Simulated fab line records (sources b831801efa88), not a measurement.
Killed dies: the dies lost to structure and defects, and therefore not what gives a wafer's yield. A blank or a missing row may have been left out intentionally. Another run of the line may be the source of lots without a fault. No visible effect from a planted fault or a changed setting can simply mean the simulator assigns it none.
Chamber matching ; flow sky130 ; SKY_POLY_CUT_ETCH_11 on rieDiel-04: 4 sister chambers
The step etches Si3N4 in CF4/CH2F2/Ar, stops on poly-Si, time 42.5 s, target depth 60 nm. 24 wafers are shown with their chamber, then 12 later ones without.

== EACH WAFER AND ITS CHAMBER ==
wafer;chamber;drypumpMotorCurrentA (A);throttleValvePct (%);oesProductAu (a.u.)
L074.1;1;5.5;14.998;0.843
L074.2;2;5.7;15.001;0.844
L074.3;3;5.4;14.992;0.842
L074.4;0;5.5;14.997;0.830
L074.5;3;5.4;15.002;0.841
L074.6;2;5.6;14.997;0.833
L077.3;2;5.6;15.000;0.824
L077.4;0;5.5;14.995;0.827
L077.5;0;5.5;15.005;0.823
L078.1;3;5.4;14.995;0.828
L078.4;0;5.6;14.986;0.818
L078.6;1;5.5;14.978;0.828
L080.2;1;5.6;14.999;0.831
L080.4;2;5.6;14.987;0.834
L080.6;2;5.6;15.008;0.837
L082.2;0;5.6;14.975;0.837
L082.5;3;5.3;14.985;0.844
L082.6;0;5.5;14.982;0.843
L084.1;1;5.6;14.994;0.837
L084.2;2;5.6;14.997;0.827
L084.3;0;5.5;14.980;0.830
L084.4;3;5.3;14.990;0.826
L084.5;3;5.4;14.982;0.828
L084.6;2;5.6;14.993;0.832

SIGNATURES, as means of the wafers listed above
reading;chamber 0;chamber 1;chamber 2;chamber 3;scatter within a chamber
drypumpMotorCurrentA;5.529;5.550;5.614;5.367;0.0481
throttleValvePct;14.98857;14.99225;14.99757;14.99100;0.00863
oesProductAu;0.82971;0.83475;0.83300;0.83483;0.00759
Rule: for a wafer and a chamber, the distance is found by dividing, reading by reading, the gap between the wafer's reading and the chamber's mean by the reading's scatter, squaring, summing and taking the root. The wafer belongs to the nearest chamber; if the next one is less than 2 further off, it can't be placed. The scatter: the root of (the sum of the squares of (reading less its chamber's mean) over the shown wafers, divided by (wafers less chambers)).

== WAFERS WITHOUT THEIR CHAMBER ==
wafer;drypumpMotorCurrentA (A);throttleValvePct (%);oesProductAu (a.u.)
L086.2;5.7;14.991;0.847
L086.5;5.5;14.991;0.830
L086.6;5.6;14.987;0.830
L087.2;5.6;14.976;0.834
L087.3;5.3;15.001;0.828
L087.4;5.6;14.989;0.825
L088.1;5.5;14.990;0.833
L088.2;5.5;14.978;0.821
L088.3;5.6;14.999;0.829
L088.4;5.6;15.011;0.824
L088.5;5.6;14.994;0.818
L088.6;5.5;15.007;0.822

== THE CHAMBER EACH PASSED THROUGH ==
wafer;from the rows above;in truth
L086.2;can't be placed: 2 or 1 or 0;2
L086.5;can't be placed: 0 or 1 or 2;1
L086.6;can't be placed: 2 or 1 or 0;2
L087.2;can't be placed: 1 or 0 or 2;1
L087.3;3;3
L087.4;can't be placed: 2 or 0 or 1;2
L088.1;can't be placed: 0 or 1 or 2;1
L088.2;can't be placed: 0 or 1 or 3 or 2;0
L088.3;can't be placed: 2 or 1 or 0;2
L088.4;can't be placed: 2 or 1 or 0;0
L088.5;can't be placed: 2 or 0 or 1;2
L088.6;can't be placed: 0 or 1 or 2 or 3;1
Correctly placed: 1 of 12. Unplaceable from these rows: 11, with the true chamber sitting among the candidates in 11. Number placed wrongly: 0.
